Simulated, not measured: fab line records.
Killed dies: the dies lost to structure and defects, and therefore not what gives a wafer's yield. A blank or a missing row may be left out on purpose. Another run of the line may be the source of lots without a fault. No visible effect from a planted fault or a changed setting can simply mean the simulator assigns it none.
Chamber matching -- flow gf180mcu -- 4 sister chambers for GF_V3_CMP_04 on cmp-01
The step polishes SiO2. 16 wafers are shown with their chamber, then 8 later ones without.

## EACH WAFER AND ITS CHAMBER
wafer,chamber,motor current A (A),slurry filter dp kPa (kPa),time to endpoint s (s)
L827.1,3,13.2,13.44,82
L827.3,1,12.3,13.69,87
L827.5,1,11.7,13.48,84
L829.2,1,12.2,13.25,74
L829.5,3,13.7,13.56,94
L829.6,0,11.8,13.46,86
L830.1,1,12.1,13.52,79
L830.4,2,12.4,13.61,84
L830.5,3,12.9,13.61,88
L841.1,3,12.6,13.52,81
L841.2,0,11.5,13.17,72
L841.3,2,11.7,13.48,75
L842.2,3,13.7,13.51,73
L842.5,2,11.5,13.70,74
L842.6,3,12.6,13.55,87
L844.1,2,12.0,13.70,74

SIGNATURES (means of the wafers above)
reading,chamber 0,chamber 1,chamber 2,chamber 3,scatter within a chamber
motor current A,11.650,12.075,11.900,13.117,0.406
slurry filter dp kPa,13.3150,13.4850,13.6225,13.5317,0.126
time to endpoint s,79.00,81.00,76.75,84.17,6.62
Rule: distance of a wafer from a chamber = root of the sum over the readings of ((wafer's reading minus chamber's mean) / reading's scatter) squared. If the next closest chamber is less than 2 further off than the closest, the wafer can't be placed; otherwise it belongs to the closest. The scatter: the root of (the sum of the squares of (reading less its chamber's mean) over the shown wafers, divided by (wafers less chambers)).

## WAFERS WITH NO CHAMBER GIVEN
wafer,motor current A (A),slurry filter dp kPa (kPa),time to endpoint s (s)
L844.4,12.1,13.57,85
L844.5,12.6,13.69,86
L847.2,11.8,13.37,81
L847.3,11.3,13.51,76
L847.4,13.6,13.46,86
L848.2,12.5,13.55,83
L848.3,12.6,13.47,81
L848.6,11.7,13.50,86

## EACH ONE'S CHAMBER
wafer,from the rows above,in truth
L844.4,can't be placed: 1 or 2 or 0 or 3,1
L844.5,can't be placed: 3 or 1 or 2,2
L847.2,can't be placed: 0 or 1 or 2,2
L847.3,can't be placed: 2 or 0 or 1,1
L847.4,3,3
L848.2,can't be placed: 1 or 3 or 2 or 0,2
L848.3,can't be placed: 1 or 3 or 2 or 0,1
L848.6,can't be placed: 1 or 2 or 0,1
1 of 8 placed correctly. These rows do not allow placing 7 (true chamber among the candidates in 7). Number placed wrongly: 0.
